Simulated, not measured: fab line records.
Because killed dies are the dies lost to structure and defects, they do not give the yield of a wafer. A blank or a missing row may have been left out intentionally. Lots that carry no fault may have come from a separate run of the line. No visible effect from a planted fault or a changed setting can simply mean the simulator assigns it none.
What tool caused it? | flow sky130 | 21 wafers from 7 lots sampled at 3 of the route's 708 steps

WHAT THE GAUGES READ, wafer by wafer
SKY_PWDE_OVL_MEAS_07.
lot  | measured    | on         | PWDE_OVL (nm)
L300 | day 4 05:01 | overlay-02 | 0.4 2.0 1.0
L306 | day 5 20:10 | overlay-02 | - - -
L311 | day 6 21:56 | overlay-01 | -0.8 -0.8 -1.1
L313 | day 7 11:03 | overlay-01 | 1.1 2.8 1.9
L316 | day 8 03:47 | overlay-01 | 0.6 0.5 -0.5
L318 | day 8 17:48 | overlay-02 | 1.4 0.5 1.1
L320 | day 9 03:58 | overlay-02 | -0.9 -0.3 0.7

WHAT TOOL EACH LOT RAN ON (gives the tool, then ch and the chambers of the sampled wafers, and finally the start)
lot  | SKY_FIELD_ISO_ETCH_15             | SKY_PWDE_COAT_02
L300 | rie-diel-04 ch 0,1,2, day 2 15:21 | litho-track-01 ch 0, day 3 20:35
L306 | rie-diel-03 ch 0,1,2, day 4 02:45 | litho-track-04, day 5 10:37
L311 | rie-diel-04 ch 0,1, day 4 23:52   | litho-track-02 ch 0, day 6 11:17
L313 | rie-diel-04 ch 0,1, day 5 11:03   | litho-track-04 ch 0, day 7 00:56
L316 | rie-diel-01 ch 1,2, day 6 03:49   | litho-track-04 ch 0, day 7 17:25
L318 | rie-diel-01 ch 0,3, day 6 15:04   | litho-track-01 ch 0, day 8 06:55
L320 | rie-diel-03 ch 2,3, day 7 00:28   | litho-track-01 ch 0, day 8 17:35
- SKY_FIELD_ISO_ETCH_15: etches the open film in CHF3/O2, stops on Si, target depth 180 nm, time 72 s.
- SKY_PWDE_COAT_02: resist thk 3000 nm.

THE ANSWER, worked out from the rows above alone
Rule: what is usual is taken from the lots themselves. Put in order of their means at a reading, lots are off if they are a third of the lots or fewer, leave a main group of 4 or more, and stand apart from it by a gap of 3 or more times the standard deviation of the main group's means; of several such gaps the widest counts. A main group whose means are all the same, to the digits that the tables above print for the reading, isn't used. Also off: a lot with no number at a reading for which 4 or more lots have one. All remaining lots with rows at the step are treated as sound.
Off: L306, at SKY_PWDE_OVL_MEAS_07 (PWDE_OVL). Without a number there: L306. Main group: mean 0.5 nm, sd 0.93.
If a tool, at a process step before that reading, ran all the lots that are off and no sound lot after the first of them, it fits. The gauges at SKY_PWDE_OVL_MEAS_07 are tried like those tools. Not one of the candidates tried fits.

WHAT THE SIMULATOR HAD INSERTED
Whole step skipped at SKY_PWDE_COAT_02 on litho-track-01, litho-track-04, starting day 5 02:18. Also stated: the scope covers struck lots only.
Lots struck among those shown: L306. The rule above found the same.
